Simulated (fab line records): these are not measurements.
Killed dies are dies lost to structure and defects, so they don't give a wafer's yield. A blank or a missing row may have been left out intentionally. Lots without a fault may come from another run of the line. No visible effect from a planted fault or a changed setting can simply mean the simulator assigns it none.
Chamber matching / flow sky130 / SKY_VIA2_ETCH_15 on rie_diel-03 has 4 sister chambers
The step etches SiO2 in C4F8/O2/Ar, stops on TiN, target depth 546 nm, time 84 s. 4 wafers are shown with their chamber, then 10 later ones without.

== WAFERS PAIRED WITH THEIR CHAMBERS ==
wafer=L088.1; chamber=1; oes_product_au (a.u.)=0.940
wafer=L083.2; chamber=2; oes_product_au (a.u.)=0.947
wafer=L083.3; chamber=3; oes_product_au (a.u.)=0.940
wafer=L091.5; chamber=0; oes_product_au (a.u.)=0.937

== WAFERS MISSING THEIR CHAMBER ==
wafer=L091.6; oes_product_au (a.u.)=0.943
wafer=L094.3; oes_product_au (a.u.)=0.942
wafer=L094.4; oes_product_au (a.u.)=0.935
wafer=L094.5; oes_product_au (a.u.)=0.941
wafer=L096.4; oes_product_au (a.u.)=0.944
wafer=L096.5; oes_product_au (a.u.)=0.940
wafer=L096.6; oes_product_au (a.u.)=0.940
wafer=L097.2; oes_product_au (a.u.)=0.935
wafer=L097.5; oes_product_au (a.u.)=0.937
wafer=L097.6; oes_product_au (a.u.)=0.938

== WHICH CHAMBER EACH ONE RAN IN ==
wafer=L091.6; from the rows above=can't be placed: 1 or 3 or 2 or 0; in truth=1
wafer=L094.3; from the rows above=can't be placed: 1 or 3 or 0 or 2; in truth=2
wafer=L094.4; from the rows above=can't be placed: 0 or 1 or 3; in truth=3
wafer=L094.5; from the rows above=can't be placed: 1 or 3 or 0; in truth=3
wafer=L096.4; from the rows above=can't be placed: 2 or 1 or 3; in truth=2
wafer=L096.5; from the rows above=can't be placed: 1 or 3 or 0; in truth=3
wafer=L096.6; from the rows above=can't be placed: 1 or 3 or 0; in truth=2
wafer=L097.2; from the rows above=can't be placed: 0 or 1 or 3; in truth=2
wafer=L097.5; from the rows above=can't be placed: 0 or 1 or 3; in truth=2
wafer=L097.6; from the rows above=can't be placed: 0 or 1 or 3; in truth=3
0 of 10 placed correctly. From these rows, 10 cannot be placed; in 7 the true chamber is one of the candidates. Wrongly placed: 0.
How it was worked out, from the rows above alone: a wafer's distance from a chamber is the root of the sum, over the readings, of the square of ((its reading less the chamber's mean) divided by the reading's scatter). The wafer belongs to the nearest chamber; if the next one is less than 2 further off, it can't be placed. For every chamber, the mean is computed from those of its wafers that are shown. The scatter (one wafer shown for each chamber): square how far every hidden wafer sits from the nearest shown wafer, average those squares and take the square root.
